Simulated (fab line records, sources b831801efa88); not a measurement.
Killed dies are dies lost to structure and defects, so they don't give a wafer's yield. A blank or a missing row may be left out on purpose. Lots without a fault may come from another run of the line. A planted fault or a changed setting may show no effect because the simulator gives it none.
Which tool did it? | flow sky130 | 13 lots, 39 wafers sampled, at 4 steps of a route of 708

WHAT THE GAUGES READ, wafer by wafer
SKY_FIELD_ISO_THK_MEAS_23.
lot  | measured    | on            | FIELD_ISO_OXIDATION_01_THK (nm)
L808 | day 2 18:49 | film_metro-01 | 9.83 9.68 9.61
L809 | day 3 01:11 | film_metro-01 | 10.07 10.17 10.06
L812 | day 3 14:26 | film_metro-02 | 10.29 10.40 10.23
L813 | day 3 19:47 | film_metro-02 | 10.20 10.45 10.04
L814 | day 4 00:50 | film_metro-01 | 9.87 10.07 10.08
L816 | day 4 15:44 | film_metro-01 | 10.01 9.74 10.06
L818 | day 4 22:40 | film_metro-01 | 9.76 9.88 9.82
L819 | day 5 02:50 | film_metro-02 | 10.20 9.97 10.05
L820 | day 5 08:13 | film_metro-03 | 9.84 10.04 9.94
L821 | day 5 13:49 | film_metro-02 | 10.28 10.28 10.42
L823 | day 5 23:44 | film_metro-01 | 10.34 10.23 10.37
L826 | day 6 17:01 | film_metro-02 | 10.09 10.20 10.10
L827 | day 6 19:19 | film_metro-02 | 9.99 9.93 9.74

SKY_DNWELL_TW_MEAS_09.
lot  | measured    | on            | DNWELL_TW
L808 | day 3 16:41 | film_metro-04 | 1115 1111 1116
L809 | day 3 22:01 | film_metro-03 | 1113 1120 1115
L812 | day 4 13:41 | film_metro-02 | 1097 1094 1096
L813 | day 4 16:47 | film_metro-04 | 1120 1123 1119
L814 | day 4 23:53 | film_metro-04 | 1111 1116 1122
L816 | day 5 13:37 | film_metro-04 | 1111 1110 1117
L818 | day 5 21:14 | film_metro-04 | 1105 1108 1106
L819 | day 6 03:48 | film_metro-02 | 1368 1362 1382 1368 1374 1371
L820 | day 6 06:55 | film_metro-04 | 1114 1118 1117
L821 | day 6 12:20 | film_metro-04 | 1104 1104 1103
L823 | day 7 00:37 | film_metro-02 | 1369 1370 1371 1377 1368 1372
L826 | day 7 17:14 | film_metro-04 | 1116 1117 1118
L827 | day 7 20:41 | film_metro-04 | 1396 1404 1400 1398 1396 1391

SKY_NWELL_TW_MEAS_15.
lot  | measured    | on            | NWELL_TW
L808 | day 5 03:25 | film_metro-03 | 1839 1830 1833
L809 | day 5 08:55 | film_metro-02 | 1799 1803 1797
L812 | day 6 01:36 | film_metro-04 | 1817 1814 1821
L813 | day 6 04:11 | film_metro-02 | 1789 1797 1800
L814 | day 6 12:04 | film_metro-03 | 1842 1840 1827
L816 | day 7 03:26 | film_metro-02 | 1780 1793 1797
L818 | day 7 13:07 | film_metro-03 | 1825 1824 1818
L819 | day 7 19:16 | film_metro-04 | 1837 1830 1839
L820 | day 7 22:56 | film_metro-03 | 1833 1828 1831
L821 | day 8 04:45 | film_metro-03 | 1833 1840 1848
L823 | day 8 17:32 | film_metro-03 | 1832 1837 1837
L826 | day 9 10:22 | film_metro-03 | 1834 1825 1831
L827 | day 9 14:59 | film_metro-03 | 1838 1827 1825

WHICH TOOL RAN EACH LOT (tool, then ch and the chambers of the sampled wafers, then the start)
lot  | SKY_DNWELL_IMPLANT_07
L808 | implanter-04 ch 0, day 3 16:26
L809 | implanter-01 ch 0, day 3 21:46
L812 | implanter-01 ch 0, day 4 13:28
L813 | implanter-01 ch 0, day 4 16:34
L814 | implanter-03 ch 0, day 4 23:40
L816 | implanter-01 ch 0, day 5 13:22
L818 | implanter-04 ch 0, day 5 21:01
L819 | implanter-03 ch 0, day 6 03:14
L820 | implanter-03 ch 0, day 6 06:40
L821 | implanter-03 ch 0, day 6 12:05
L823 | implanter-03 ch 0, day 7 00:04
L826 | implanter-04 ch 0, day 7 16:59
L827 | implanter-03 ch 0, day 7 19:55
- SKY_DNWELL_IMPLANT_07

WHAT THE TOOLS THEMSELVES READ (means of the sampled wafers that have a number; where no wafer has one, the mark that the record gives instead)
The record holds no such reading with a usual standard deviation.

THE ANSWER, worked out from the rows above alone
Rule: what is usual is taken from the lots themselves. Put in order of their means at a reading, lots are off if they are a third of the lots or fewer, leave a main group of 4 or more, and stand apart from it by a gap of 3 or more times the standard deviation of the main group's means; of several such gaps the widest counts. A main group whose means are all the same, to the digits that the tables above print for the reading, isn't used. A lot without any number at a reading at which 4 lots or more have one is off too. The other lots that the step has rows for count as sound. The gauges are gone through in route order, then the tools' own readings, and for those a lot's mean is taken as printed above. The first step at which some lot is off is used, and at that step the reading that is off furthest; a lot without a number counts as furthest.
Off: L819, L823, L827, at SKY_DNWELL_TW_MEAS_09 (DNWELL_TW). The main group: mean 1112, standard deviation 7.3.
A tool fits if, at a process step before that reading, it ran every lot that is off, and no sound lot after the first of them. The gauges at SKY_DNWELL_TW_MEAS_09 are tried like those tools. None of those tried fits.

WHAT THE SIMULATOR HAD PUT IN
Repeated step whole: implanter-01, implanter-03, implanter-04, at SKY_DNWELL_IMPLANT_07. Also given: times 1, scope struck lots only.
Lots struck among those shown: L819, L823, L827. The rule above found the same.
